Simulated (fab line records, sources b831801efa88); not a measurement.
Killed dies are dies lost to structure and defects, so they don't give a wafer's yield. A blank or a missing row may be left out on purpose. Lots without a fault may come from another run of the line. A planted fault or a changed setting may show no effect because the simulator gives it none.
Which tool did it? | flow sky130 | 13 lots, 39 wafers sampled, at 2 steps of a route of 708

WHAT THE GAUGES READ, wafer by wafer
SKY_VT_ADJUST_NCORE_CD_MEAS_07: target cd 380 nm. Usual: cd_nm 379.5 nm, standard deviation 2.3.
lot  | measured     | on        | cd_nm (nm)        | flag
L954 | day 8 19:47  | cd_sem-02 | 376.6 380.2 380.9 |
L955 | day 9 05:54  | cd_sem-01 | 382.6 380.4 380.4 |
L957 | day 9 18:43  | cd_sem-02 | 380.3 379.5 377.7 |
L959 | day 10 08:38 | cd_sem-02 | 376.2 378.6 377.3 |
L960 | day 10 14:11 | cd_sem-02 | 378.1 378.5 379.8 |
L961 | day 10 19:28 | cd_sem-02 | 381.9 381.8 380.9 |
L962 | day 11 01:41 | cd_sem-01 | 380.6 380.0 381.3 |
L963 | day 11 13:15 | cd_sem-02 | 379.4 380.9 381.5 |
L964 | day 11 18:10 | cd_sem-01 | 383.2 381.0 379.7 |
L973 | day 14 14:11 | cd_sem-02 | 384.4 383.1 384.3 |
L974 | day 14 19:28 | cd_sem-01 | 379.2 380.4 377.8 |
L975 | day 15 03:15 | cd_sem-02 | 380.6 380.3 380.8 |
L976 | day 15 11:05 | cd_sem-02 | 379.2 380.6 381.0 |

WHICH TOOL RAN EACH LOT (tool, then ch and the chambers of the sampled wafers, then the start)
lot  | SKY_VT_ADJUST_NCORE_SOFTBAKE_03
L954 | litho_track-01 ch 0, day 8 08:34
L955 | litho_track-01 ch 0, day 8 19:48
L957 | litho_track-03 ch 0, day 9 07:24
L959 | litho_track-04 ch 0, day 9 21:29
L960 | litho_track-04 ch 0, day 10 03:04
L961 | litho_track-01 ch 0, day 10 07:51
L962 | litho_track-01 ch 0, day 10 13:42
L963 | litho_track-01 ch 0, day 11 01:58
L964 | litho_track-01 ch 0, day 11 06:27
L973 | litho_track-01 ch 0, day 14 02:18
L974 | litho_track-01 ch 0, day 14 06:54
L975 | litho_track-04 ch 0, day 14 13:59
L976 | litho_track-01 ch 0, day 14 21:06
- SKY_VT_ADJUST_NCORE_SOFTBAKE_03: time 60 s.

WHAT THE TOOLS THEMSELVES READ (means of the sampled wafers that have a number; where no wafer has one, the mark that the record gives instead)
SKY_VT_ADJUST_NCORE_SOFTBAKE_03. Usual: heater_power_total_W 56.60 W, standard deviation 0.047; run_length_s 89.08 s, standard deviation 0.16.
lot  | tool           | heater_power_total_W (W) | run_length_s (s) | flag
L954 | litho_track-01 | 56.57                    | 89.14            |
L955 | litho_track-01 | 56.62                    | 89.10            |
L957 | litho_track-03 | 56.63                    | 89.11            |
L959 | litho_track-04 | 56.63                    | 88.93            |
L960 | litho_track-04 | 56.59                    | 88.94            |
L961 | litho_track-01 | 56.60                    | 89.20            |
L962 | litho_track-01 | 56.64                    | 89.06            |
L963 | litho_track-01 | 58.15                    | 84.56            | OFF
L964 | litho_track-01 | 58.07                    | 84.52            | OFF
L973 | litho_track-01 | 56.58                    | 89.16            |
L974 | litho_track-01 | 56.53                    | 89.13            |
L975 | litho_track-04 | 56.61                    | 88.83            |
L976 | litho_track-01 | 56.55                    | 89.12            |

THE ANSWER, worked out from the rows above alone
Rule: a lot is off if the mean of its wafers that have a number lies more than 3 standard deviations from the usual mean. A lot without any number at a reading at which 4 lots or more have one is off too. The other lots that the step has rows for count as sound. The gauges are gone through in route order, then the tools' own readings, and for those a lot's mean is taken as printed above. The first step at which some lot is off is used, and at that step the reading that is off furthest; a lot without a number counts as furthest.
Off: L963, L964, at SKY_VT_ADJUST_NCORE_SOFTBAKE_03 (heater_power_total_W).
A tool fits if, at that step or a process step before it, it ran every lot that is off, and no sound lot after the first of them. None of those tried fits.

WHAT THE SIMULATOR HAD PUT IN
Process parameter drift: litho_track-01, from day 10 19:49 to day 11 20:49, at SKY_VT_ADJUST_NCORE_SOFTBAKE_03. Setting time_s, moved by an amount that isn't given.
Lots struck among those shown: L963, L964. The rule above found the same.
